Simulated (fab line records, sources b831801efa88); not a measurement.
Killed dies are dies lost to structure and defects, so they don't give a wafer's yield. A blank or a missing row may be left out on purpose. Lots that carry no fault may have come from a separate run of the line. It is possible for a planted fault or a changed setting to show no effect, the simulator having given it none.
The tool behind it: which one? || flow sky130 || Sampling: 13 lots, 39 wafers, 3 of 708 route steps

== WHAT EACH GAUGE READ, for each wafer ==
SKY_CAP2M_OVL_MEAS_12.
{"lot": "L110", "measured": "day 41 18:14", "on": "overlay-02", "CAP2M_OVL (nm)": "-0.9 -1.5 -1.6"}
{"lot": "L111", "measured": "day 41 15:58", "on": "overlay-01", "CAP2M_OVL (nm)": "0.6 2.8 1.4"}
{"lot": "L114", "measured": "day 42 05:59", "on": "overlay-02", "CAP2M_OVL (nm)": "-2.1 -0.5 -0.6"}
{"lot": "L115", "measured": "day 42 22:07", "on": "overlay-02", "CAP2M_OVL (nm)": "-0.4 1.0 -0.4"}
{"lot": "L117", "measured": "day 43 05:49", "on": "overlay-01", "CAP2M_OVL (nm)": "-0.2 -1.5 -3.2"}
{"lot": "L121", "measured": "day 44 07:07", "on": "overlay-01", "CAP2M_OVL (nm)": "0.4 -0.8 -0.7"}
{"lot": "L125", "measured": "day 45 02:31", "on": "overlay-02", "CAP2M_OVL (nm)": "-2.0 -2.0 -0.2"}
{"lot": "L127", "measured": "day 45 19:43", "on": "overlay-02", "CAP2M_OVL (nm)": "2.7 0.9 0.2"}
{"lot": "L128", "measured": "day 46 02:37", "on": "overlay-02", "CAP2M_OVL (nm)": "0.7 1.3 0.9"}
{"lot": "L129", "measured": "day 46 03:09", "on": "overlay-01", "CAP2M_OVL (nm)": "-1.6 -1.2 0.6"}
{"lot": "L130", "measured": "day 46 10:34", "on": "overlay-01", "CAP2M_OVL (nm)": "1.4 1.7 0.7"}
{"lot": "L131", "measured": "day 46 13:11", "on": "overlay-02", "CAP2M_OVL (nm)": "-4.5 -3.0 -0.8"}
{"lot": "L132", "measured": "day 46 22:07", "on": "overlay-01", "CAP2M_OVL (nm)": "1.8 0.8 1.4"}

== WHAT TOOL EACH LOT RAN ON (gives the tool, then ch and the chambers of the sampled wafers, and finally the start) ==
{"lot": "L110", "SKY_DNWELL_STRIP_08": "plasma_asher-03 ch 0,1, day 3 10:23", "SKY_CAP2M_SPUTTER_02": "pvd_sputter-04, day 40 18:40"}
{"lot": "L111", "SKY_DNWELL_STRIP_08": "plasma_asher-02 ch 0,1, day 3 15:23", "SKY_CAP2M_SPUTTER_02": "pvd_sputter-03, day 40 16:02"}
{"lot": "L114", "SKY_DNWELL_STRIP_08": "plasma_asher-03 ch 0,1, day 4 07:03", "SKY_CAP2M_SPUTTER_02": "pvd_sputter-03, day 41 05:40"}
{"lot": "L115", "SKY_DNWELL_STRIP_08": "plasma_asher-03 ch 0,1, day 4 15:32", "SKY_CAP2M_SPUTTER_02": "pvd_sputter-03, day 41 22:42"}
{"lot": "L117", "SKY_DNWELL_STRIP_08": "plasma_asher-04 ch 0,1, day 4 23:45", "SKY_CAP2M_SPUTTER_02": "pvd_sputter-03, day 42 06:53"}
{"lot": "L121", "SKY_DNWELL_STRIP_08": "plasma_asher-02 ch 0,1, day 5 22:00", "SKY_CAP2M_SPUTTER_02": "pvd_sputter-04, day 43 08:15"}
{"lot": "L125", "SKY_DNWELL_STRIP_08": "plasma_asher-04 ch 0,1, day 6 18:17", "SKY_CAP2M_SPUTTER_02": "pvd_sputter-03, day 44 04:41"}
{"lot": "L127", "SKY_DNWELL_STRIP_08": "plasma_asher-04 ch 0,1, day 7 03:29", "SKY_CAP2M_SPUTTER_02": "pvd_sputter-03, day 44 22:28"}
{"lot": "L128", "SKY_DNWELL_STRIP_08": "plasma_asher-03 ch 0,1, day 7 10:14", "SKY_CAP2M_SPUTTER_02": "pvd_sputter-04, day 45 05:28"}
{"lot": "L129", "SKY_DNWELL_STRIP_08": "plasma_asher-03 ch 0,1, day 7 16:43", "SKY_CAP2M_SPUTTER_02": "pvd_sputter-03, day 45 05:49"}
{"lot": "L130", "SKY_DNWELL_STRIP_08": "plasma_asher-03 ch 0,1, day 8 00:31", "SKY_CAP2M_SPUTTER_02": "pvd_sputter-03, day 45 14:02"}
{"lot": "L131", "SKY_DNWELL_STRIP_08": "plasma_asher-02 ch 0,1, day 8 02:23", "SKY_CAP2M_SPUTTER_02": "pvd_sputter-03, day 45 16:20"}
{"lot": "L132", "SKY_DNWELL_STRIP_08": "plasma_asher-02 ch 0, day 8 07:21", "SKY_CAP2M_SPUTTER_02": "pvd_sputter-03, day 46 01:16"}
- SKY_DNWELL_STRIP_08: strips in O2/N2.
- SKY_CAP2M_SPUTTER_02: material TiN, target thk 200 nm, time 166.7 s.

== AS READ BY THE TOOLS THEMSELVES (means over the sampled wafers that have a number; for cases with no such wafer, the mark the record gives instead) ==
SKY_DNWELL_STRIP_08.
{"lot": "L110", "tool": "plasma_asher-03", "drypump_motor_current_A (A)": 5.9, "oes_product_au (a.u.)": 0.722, "strip_time_to_endpoint_s (s)": 36.97}
{"lot": "L111", "tool": "plasma_asher-02", "drypump_motor_current_A (A)": 6.0, "oes_product_au (a.u.)": 0.722, "strip_time_to_endpoint_s (s)": 36.94}
{"lot": "L114", "tool": "plasma_asher-03", "drypump_motor_current_A (A)": 5.6, "oes_product_au (a.u.)": 0.725, "strip_time_to_endpoint_s (s)": 36.89}
{"lot": "L115", "tool": "plasma_asher-03", "drypump_motor_current_A (A)": 5.9, "oes_product_au (a.u.)": 0.723, "strip_time_to_endpoint_s (s)": 37.00}
{"lot": "L117", "tool": "plasma_asher-04", "drypump_motor_current_A (A)": 5.7, "oes_product_au (a.u.)": 0.724, "strip_time_to_endpoint_s (s)": 37.06}
{"lot": "L121", "tool": "plasma_asher-02", "drypump_motor_current_A (A)": 6.3, "oes_product_au (a.u.)": 0.723, "strip_time_to_endpoint_s (s)": 36.96}
{"lot": "L125", "tool": "plasma_asher-04", "drypump_motor_current_A (A)": 5.7, "oes_product_au (a.u.)": 0.724, "strip_time_to_endpoint_s (s)": 37.07}
{"lot": "L127", "tool": "plasma_asher-04", "drypump_motor_current_A (A)": 6.2, "oes_product_au (a.u.)": 0.721, "strip_time_to_endpoint_s (s)": 36.91}
{"lot": "L128", "tool": "plasma_asher-03", "drypump_motor_current_A (A)": 5.6, "oes_product_au (a.u.)": 0.725, "strip_time_to_endpoint_s (s)": 36.89}
{"lot": "L129", "tool": "plasma_asher-03", "drypump_motor_current_A (A)": 5.9, "oes_product_au (a.u.)": 0.723, "strip_time_to_endpoint_s (s)": 36.92}
{"lot": "L130", "tool": "plasma_asher-03", "drypump_motor_current_A (A)": 5.9, "oes_product_au (a.u.)": 0.720, "strip_time_to_endpoint_s (s)": 36.74}
{"lot": "L131", "tool": "plasma_asher-02", "drypump_motor_current_A (A)": 6.0, "oes_product_au (a.u.)": 0.721, "strip_time_to_endpoint_s (s)": 36.94}
{"lot": "L132", "tool": "plasma_asher-02", "drypump_motor_current_A (A)": 5.8, "oes_product_au (a.u.)": 0.720, "strip_time_to_endpoint_s (s)": 36.96}

SKY_CAP2M_SPUTTER_02.
{"lot": "L110", "tool": "pvd_sputter-04", "throttle_valve_pct (%)": 30.0}
{"lot": "L111", "tool": "pvd_sputter-03", "throttle_valve_pct (%)": 30.0}
{"lot": "L114", "tool": "pvd_sputter-03", "throttle_valve_pct (%)": 30.1}
{"lot": "L115", "tool": "pvd_sputter-03", "throttle_valve_pct (%)": 29.8}
{"lot": "L117", "tool": "pvd_sputter-03", "throttle_valve_pct (%)": 30.3}
{"lot": "L121", "tool": "pvd_sputter-04", "throttle_valve_pct (%)": 29.9}
{"lot": "L125", "tool": "pvd_sputter-03", "throttle_valve_pct (%)": 30.3}
{"lot": "L127", "tool": "pvd_sputter-03", "throttle_valve_pct (%)": 30.3}
{"lot": "L128", "tool": "pvd_sputter-04", "throttle_valve_pct (%)": 29.8}
{"lot": "L129", "tool": "pvd_sputter-03", "throttle_valve_pct (%)": 30.1}
{"lot": "L130", "tool": "pvd_sputter-03", "throttle_valve_pct (%)": 30.1}
{"lot": "L131", "tool": "pvd_sputter-03", "throttle_valve_pct (%)": 29.8}
{"lot": "L132", "tool": "pvd_sputter-03", "throttle_valve_pct (%)": 30.7}

== THE ANSWER, worked out from the rows above alone ==
Rule: the usual values come from the lots themselves. The widest of any qualifying gaps counts: lots, ordered by their means at a reading, are off when they make up no more than a third of the lots, leave a main group of 4 or more, and stand apart from it by 3 or more times the standard deviation of that group's means. If all means in a main group match to the digits the tables above print for the reading, that group is not used. A lot without any number at a reading at which 4 lots or more have one is off too. Any other lot the step has rows for is counted as sound. After the gauges, taken in route order, come the tools' own readings; for these a lot's mean is taken, as printed above. At the first step where some lot is off, the reading lying furthest off is the one used; lots without a number count as furthest.
No lot is off on any of the readings shown, so nothing can be concluded from this.

== WHAT THE SIMULATOR HAD INSERTED ==
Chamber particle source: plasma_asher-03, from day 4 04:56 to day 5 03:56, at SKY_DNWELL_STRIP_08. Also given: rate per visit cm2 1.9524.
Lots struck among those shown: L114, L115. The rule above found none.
